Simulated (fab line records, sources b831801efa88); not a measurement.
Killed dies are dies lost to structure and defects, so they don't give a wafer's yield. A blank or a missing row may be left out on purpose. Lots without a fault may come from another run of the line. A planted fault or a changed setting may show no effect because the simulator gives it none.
One fault seen from 2 desks | flow sky130 | each desk has only its own numbers; what lay behind them comes last

THE TOOL OWNER'S DESK: pvd_sputter-02
The tool's own readings at SKY_CAP2M_SPUTTER_02 (material TiN, target thk 200 nm, time 166.7 s): means of the sampled wafers that have a number, for each lot that ran on this tool. A lot is out of limits, marked OUT, if its mean lies more than 4 standard deviations from the usual mean; the brackets give that distance.
Columns: A = cathode_dc_power_W at SKY_CAP2M_SPUTTER_02, usual 6500.1 W; B = throttle_valve_pct at SKY_CAP2M_SPUTTER_02, usual 30.5 %
lot  | first seen here | A                        | B
L301 | day 41 20:53    | 6500.4                   | 30.7
L306 | day 43 08:41    | 6499.8                   | 30.9
L309 | day 44 02:38    | 5477.7 (-99 or more) OUT | 30.4
L310 | day 44 07:52    | 5477.3 (-99 or more) OUT | 30.5
This desk's finding: out of limits on L309, L310; first on L309, day 44 02:38 (cathode_dc_power_W at SKY_CAP2M_SPUTTER_02). In limits: L301, L306.

THE METROLOGY DESK
What the gauges read, lot by lot, whatever tool the lot ran on: means of the sampled wafers that have a number. A lot is out of limits, marked OUT, if its mean lies more than 4 standard deviations from the usual mean; the brackets give that distance.
Columns: A = CAP2M_TIN_RS at SKY_CAP2M_RS_MEAS_03, usual 6.87 ohm/sq; B = CAP2M_TIN_THK at SKY_CAP2M_THK_MEAS_04, usual 201.6 nm
lot  | first seen here | A              | B
L294 | day 40 00:49    | 6.88           | 201.6
L301 | day 41 21:01    | 6.94           | 199.4
L306 | day 43 08:49    | 6.93           | 198.7
L307 | day 43 13:44    | 6.85           | 201.5
L308 | day 43 21:28    | 6.82           | 201.3
L309 | day 44 02:46    | 8.10 (+17) OUT | 172.8 (-13) OUT
L310 | day 44 07:59    | 8.02 (+16) OUT | 173.2 (-12) OUT
L311 | day 44 15:44    | 6.78           | 204.2
L317 | day 46 00:04    | 6.95           | 199.0
This desk's finding: out of limits on L309, L310; first on L309, day 44 02:46 (CAP2M_TIN_RS at SKY_CAP2M_RS_MEAS_03). In limits: L294, L301, L306, L307, L308, L311, L317.

PUT TOGETHER
The tool owner's desk could have raised an alarm at day 44 02:38, on L309, L310.
The metrology desk could have raised an alarm at day 44 02:46, on L309, L310.
Of the lots named, all ran SKY_CAP2M_SPUTTER_02 on pvd_sputter-02.

WHAT THE SIMULATOR HAD PUT IN
Process parameter drift: pvd_sputter-02, from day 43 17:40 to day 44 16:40, at SKY_CAP2M_SPUTTER_02. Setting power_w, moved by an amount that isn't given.
Lots struck among those shown: L309, L310.
Hours from the fault's start to each desk's first reading out of limits: the tool owner's desk, 9; the metrology desk, 9.
